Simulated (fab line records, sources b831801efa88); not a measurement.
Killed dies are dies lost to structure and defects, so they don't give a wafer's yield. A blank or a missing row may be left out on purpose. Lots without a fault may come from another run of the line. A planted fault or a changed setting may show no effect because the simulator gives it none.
Which tool did it? | flow gf180mcu | 6 lots, 17 wafers sampled, at 2 steps of a route of 602

WHAT THE GAUGES READ, wafer by wafer
GF_LVPWELL_TW_MEAS_11.
lot  | measured    | on            | LVPWELL_TW
L523 | day 4 02:07 | film_metro-04 | 552 550 550
L529 | day 5 14:14 | film_metro-03 | 554 557
L532 | day 6 06:40 | film_metro-04 | 548 549 548
L539 | day 7 20:02 | film_metro-03 | 555 555 555
L541 | day 8 11:19 | film_metro-03 | 559 559 563
L544 | day 9 00:56 | film_metro-02 | 556 556 555

WHICH TOOL RAN EACH LOT (tool, then ch and the chambers of the sampled wafers, then the start)
lot  | GF_DNWELL_STRIP_08
L523 | plasma_asher-04 ch 0,1, day 3 00:22
L529 | plasma_asher-03 ch 0,1, day 4 09:35
L532 | plasma_asher-04 ch 0, day 5 01:11
L539 | plasma_asher-01 ch 0,1, day 6 12:08
L541 | plasma_asher-03 ch 0,1, day 7 01:46
L544 | plasma_asher-04 ch 0,1, day 7 15:19
- GF_DNWELL_STRIP_08: strips in O2/N2.

THE ANSWER, worked out from the rows above alone
Rule: what is usual is taken from the lots themselves. Put in order of their means at a reading, lots are off if they are a third of the lots or fewer, leave a main group of 4 or more, and stand apart from it by a gap of 3 or more times the standard deviation of the main group's means; of several such gaps the widest counts. A main group whose means are all the same, to the digits that the tables above print for the reading, isn't used. A lot without any number at a reading at which 4 lots or more have one is off too. The other lots that the step has rows for count as sound.
No lot is off at any reading shown: from this, nothing can be told.

WHAT THE SIMULATOR HAD PUT IN
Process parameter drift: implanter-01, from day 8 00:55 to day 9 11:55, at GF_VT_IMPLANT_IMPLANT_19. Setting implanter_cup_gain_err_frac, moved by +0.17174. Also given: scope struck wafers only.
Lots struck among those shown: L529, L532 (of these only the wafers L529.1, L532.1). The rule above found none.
